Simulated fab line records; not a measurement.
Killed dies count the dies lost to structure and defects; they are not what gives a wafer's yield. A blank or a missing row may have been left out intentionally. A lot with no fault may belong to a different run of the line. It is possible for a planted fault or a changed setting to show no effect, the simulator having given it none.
Struck lot and sound lot, side by side | flow sky130 | 38 out of 708 route steps
Sound: the wafers L878.1, L878.2, L878.5. Struck: wafers L882.2, L882.5 (left out: L882.4, a lot-mate that was not struck); the cause follows at the end.
Order at every step that has rows: each side's tool, ch and its chambers, its first start. Under that, the readings that differ: sound wafers | struck wafers | difference of the means | sigmas: that difference in standard deviations of wafers without a fault.
alike: words and numbers the same on both sides, and readings whose means are apart by under 2 such deviations; not compared: readings that were withheld, readings missing a value for some wafer, numbers with overlapping values and no deviation given by the record, and bounds like >300 which may hide the same value.
Wherever a step has rows on one side only, a row that says differs or no value, or a row with sigmas, the two part there. When numbers do not overlap yet have no deviation, they are printed without sigmas and do not part them. A reading missing from all wafers of one side parts the sides only when that side holds two or more wafers.

first, 9 steps without rows for these wafers: SKY_VIA2_SPUTTER_20 (material TiN, target thk 20 nm, time 80 s); SKY_VIA2_CVD_21 (deposits W, target thk 420 nm, time 126.4 s); SKY_VIA2_CMP_24 (polishes, stops on SiO2, t overpolish 20 s, target thk 0 nm); SKY_METAL3_SPUTTER_00 (material Ti, target thk 15 nm, time 10 s); SKY_METAL3_SPUTTER_01 (material TiN, target thk 20 nm, time 16.7 s); SKY_METAL3_SPUTTER_02 (material AlCu, target thk 735 nm, time 39.1 s); SKY_METAL3_SPUTTER_03 (material Ti, target thk 5 nm, time 3.3 s); SKY_METAL3_SPUTTER_04 (material TiN, target thk 70 nm, time 58.3 s); SKY_CAPM_CVD_00 (deposits SiO2, target thk 15.5 nm).
SKY_CAPM_SPUTTER_02: material TiN, target thk 200 nm, time 166.7 s.
  sound: pvd_sputter-04 at day 38 19:30; struck: pvd_sputter-04 at day 39 19:42
  reading                                  | sound                | struck        | difference | sigmas
  cathode_dc_power_W (W)                   | 6498.3 6498.5 6500.1 | 2759.9 2757.9 | -3740.1    | -99 or more
  model.TiN_of_CAPM_SPUTTER_02.thk_nm (nm) | 201.7 199.7 201.7    | 86.01 83.83   | -116.11    |
  alike: throttle_valve_pct
SKY_CAPM_RS_MEAS_03: a four-point-probe measurement.
  sound: film_metro-02 at day 38 19:37; struck: film_metro-03 at day 39 19:50
  reading              | sound          | struck      | difference | sigmas
  CAPM_TIN_RS (ohm/sq) | 6.87 6.95 6.86 | 16.57 17.06 | +9.92      | +99 or more
SKY_CAPM_THK_MEAS_04: measures by xrf.
  sound: film_metro-02 at day 38 19:44; struck: film_metro-03 at day 39 19:56
  reading           | sound             | struck    | difference | sigmas
  CAPM_TIN_THK (nm) | 202.0 199.6 201.4 | 86.5 84.5 | -115.5     | -48
then, 7 steps without rows for these wafers: SKY_CAPM_DEHYDRATE_05 (time 60 s); SKY_CAPM_HMDS_06 (prime time 60 s); SKY_CAPM_COAT_07 (resist thk 1140 nm); SKY_CAPM_SOFTBAKE_08 (time 60 s); SKY_CAPM_EXPOSE_09 (exposes mask CAPM, target cd 1000 nm); SKY_CAPM_PEB_10; SKY_CAPM_DEVELOP_11 (develop time 60 s).
SKY_CAPM_METAL_ETCH_13: etches TiN in Cl2/BCl3, stops on SiO2, target depth 220 nm, time 62.9 s.
  sound on rie_metal-02 ch 0,1, day 39 20:19; struck on rie_metal-01 ch 1, day 40 19:59
  reading                | sound                | struck        | difference | sigmas
  oes_product_au (a.u.)  | 0.948 0.946 0.950    | 0.622 0.615   | -0.329     | -46
  throttle_valve_pct (%) | 21.887 21.917 21.915 | 22.105 22.118 | +0.205     | +23
  alike: drypump_motor_current_A
  not compared: rf_hours_counter_h
then, 16 steps without rows for these wafers: SKY_CAPM_STRIP_14 (strips in O2/N2); SKY_CAPM_STRIP_15 (strips in post etch residue remover, time 1200 s); SKY_CAPM_CLEAN_16 (cleans in IPA, time 180 s); SKY_CAPM_CLEAN_17 (cleans in O3/DIW); SKY_METAL3_DEHYDRATE_05 (time 60 s); SKY_METAL3_HMDS_06 (prime time 60 s); SKY_METAL3_COAT_07 (resist thk 60 nm); SKY_METAL3_COAT_08 (resist thk 1140 nm); SKY_METAL3_SOFTBAKE_09 (time 90 s); SKY_METAL3_EXPOSE_10 (exposes mask MM3, target cd 300 nm); SKY_METAL3_PEB_11; SKY_METAL3_DEVELOP_12 (develop time 60 s); SKY_METAL3_DESCUM_15 (chemistry O2, time 8 s); SKY_METAL3_ETCH_16 (etches BARC in N2/H2, stops on SiO2, time 88.2 s, target depth 60 nm); SKY_METAL3_ETCH_17 (etches SiO2 in C4F8/O2/Ar, stops on TiN, time 3.9 s, target depth 15 nm); SKY_METAL3_METAL_ETCH_18 (etches the open film in Cl2/BCl3, stops on SiO2, target depth 845 nm, time 183.1 s).
SKY_METAL3_STRIP_20: strips in post etch residue remover, time 1200 s.
  sound on wet_bench-03 ch 3, day 40 21:35; struck on wet_bench-03 ch 1, day 41 19:58
  reading                                  | sound             | struck   | difference | sigmas
  model.TiN_of_CAPM_SPUTTER_02.thk_nm (nm) | 200.9 198.8 200.9 | 85.17 83 | -116.12    |
  alike: bath_heat_duty_pct
-- the record jumps here: 7 days lie between the struck wafers' starts before and after (it left off in module METAL3 and takes up again in module PAD_OPEN, whose first step shown is number 708 of the route) --
SKY_PAD_OPEN_PROBE_99:
  sound: prober-02 at day 47 15:35; struck: prober-02 at day 48 11:11
  reading                              | sound                | struck        | difference | sigmas
  defect_limited_yield (%)             | 83.7 82.1 83.1       | 77.6 80.1     | -4.1       | -2
  killed_at_M0_to_M3                   | 36 43 43             | 58 55         | +16        | +2
  killed_at_other                      | 1 2 2                | 0 0           | -2         | -3
  killed_dies                          | 80 88 83             | 110 98        | +20        | +2
  killed_open                          | 47 47 36             | 63 57         | +17        | +2
  sort_n_pass                          | 412 404 409          | 382 394       | -20        | -2
  sort_yield_pct (%)                   | 83.7 82.1 83.1       | 77.6 80.1     | -4.1       | -2
  model.etest.cap_mim.plate_ohm_sq     | 5.911 6.015 5.946    | 13.84 14.29   | +8.11      |
  model.etest.cap_mim.bv_v (V)         | 13.47 12.86 14.08    | 10.83 11.29   | -2.41      |
  model.etest.cap_mim.leak_log10_a_cm2 | -9.076 -8.997 -9.082 | -7.641 -7.653 | +1.405     |
  alike: killed_at_M4_up, killed_at_contacts, killed_at_front_end, killed_short, sort_bin_3_pad_short, sort_bin_5_function, sort_bin_6_memory

== WHERE THEY PART ==
Earliest at SKY_CAPM_SPUTTER_02; latest, in this record, at SKY_PAD_OPEN_PROBE_99.

WHY: what had been put in by the simulator
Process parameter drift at SKY_CAPM_SPUTTER_02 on pvd_sputter-04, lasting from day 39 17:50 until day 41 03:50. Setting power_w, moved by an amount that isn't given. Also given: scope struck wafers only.
